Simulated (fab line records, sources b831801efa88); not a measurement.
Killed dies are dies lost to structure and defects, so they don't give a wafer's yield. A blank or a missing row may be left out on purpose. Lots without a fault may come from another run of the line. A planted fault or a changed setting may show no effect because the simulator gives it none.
Tool commonality check | flow gf180mcu | 11 lots, 33 wafers sampled

WHY IT WAS OPENED
At GF_STI_THK_MEAS_30 the reading STI_OXIDATION_02_THK is flagged on 2 of 11 lots. Wafers without a fault read 10.06 nm, standard deviation 0.17.
Rule: a lot is flagged when every wafer of it that has a number lies more than 4 standard deviations from that mean, or none has a number. The other lots count as sound.

lot  | measured    | on            | STI_OXIDATION_02_THK (nm), wafer by wafer | flag
L958 | day 2 06:58 | film_metro-03 | 9.79 10.02 9.82                           |
L959 | day 2 12:37 | film_metro-03 | 10.28 10.29 10.21                         |
L960 | day 2 16:14 | film_metro-03 | 9.82 9.80 9.92                            |
L961 | day 2 21:43 | film_metro-04 | 9.99 9.86 10.07                           |
L962 | day 3 03:14 | film_metro-02 | 10.19 9.88 10.19                          |
L963 | day 3 09:12 | film_metro-04 | 10.31 10.56 10.50                         |
L971 | day 5 02:52 | film_metro-02 | 12.51 12.59 12.44                         | FLAGGED
L972 | day 5 09:36 | film_metro-02 | 12.60 12.69 12.62                         | FLAGGED
L974 | day 5 17:03 | film_metro-03 | 10.09 10.15 10.19                         |
L976 | day 6 04:04 | film_metro-02 | 10.01 9.97 9.91                           |
L978 | day 6 14:26 | film_metro-03 | 9.91 9.92 9.71                            |
The numbers of the flagged lots are 12.57 nm on average: +2.51 nm against the usual, or +15 standard deviations.

WHICH TOOL RAN EACH LOT
The record holds 1 process step before the reading, out of a route of 602 steps. In each cell: the tool, then ch and the chambers that the sampled wafers went through, then the start.
lot  | flag    | GF_STI_OXIDATION_29
L958 |         | furnace-01 ch 0, day 2 05:34
L959 |         | furnace-02 ch 0, day 2 11:12
L960 |         | furnace-01 ch 0, day 2 14:50
L961 |         | furnace-02 ch 0, day 2 20:17
L962 |         | furnace-02 ch 0, day 3 01:50
L963 |         | furnace-02 ch 0, day 3 07:48
L971 | FLAGGED | furnace-01 ch 0, day 5 01:28
L972 | FLAGGED | furnace-01 ch 0, day 5 08:11
L974 |         | furnace-02 ch 0, day 5 15:39
L976 |         | furnace-02 ch 0, day 6 02:40
L978 |         | furnace-02 ch 0, day 6 13:01
What these steps do:
- GF_STI_OXIDATION_29: stabilise 600 s, purge 300 s, target thk 10 nm.
- GF_STI_THK_MEAS_30

FLAGGED OVER TOTAL, TOOL BY TOOL (the gauges that took the reading come last)
step                | tool          | lots run | flagged | share of the flagged lots | sound lots run after its first flagged lot
GF_STI_OXIDATION_29 | furnace-01    | 4        | 2       | all                       | 0
GF_STI_OXIDATION_29 | furnace-02    | 7        | 0       | none                      | -
GF_STI_THK_MEAS_30  | film_metro-02 | 4        | 2       | all                       | 1 (L976)
GF_STI_THK_MEAS_30  | film_metro-03 | 5        | 0       | none                      | -
GF_STI_THK_MEAS_30  | film_metro-04 | 2        | 0       | none                      | -

WHAT THE TABLE ALLOWS
2 rows of the table ran every flagged lot: furnace-01 at GF_STI_OXIDATION_29, film_metro-02 at GF_STI_THK_MEAS_30.
- furnace-01 at GF_STI_OXIDATION_29: 2 of its 4 lots flagged. Its last sound lot is L960 (day 2 14:50), its first flagged lot L971 (day 5 01:28): a fault that began between those two fits. Its own readings lie more than 4 standard deviations out on every wafer of the flagged lots: spike_tc_centre_C, spike_tc_lower_C, spike_tc_upper_C, zone_power_top_pct.
- film_metro-02 at GF_STI_THK_MEAS_30: 2 of its 4 lots flagged. Sound lots ran on it after the first flagged one (L976), which a lasting fault on the whole tool wouldn't allow.
One tool is left: furnace-01 at GF_STI_OXIDATION_29.

WHAT THE SIMULATOR HAD PUT IN
Process parameter drift: furnace-01, from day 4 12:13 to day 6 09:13, at GF_STI_OXIDATION_29. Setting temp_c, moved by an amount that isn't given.
Lots struck among those shown: L971, L972. The rule above found the same.
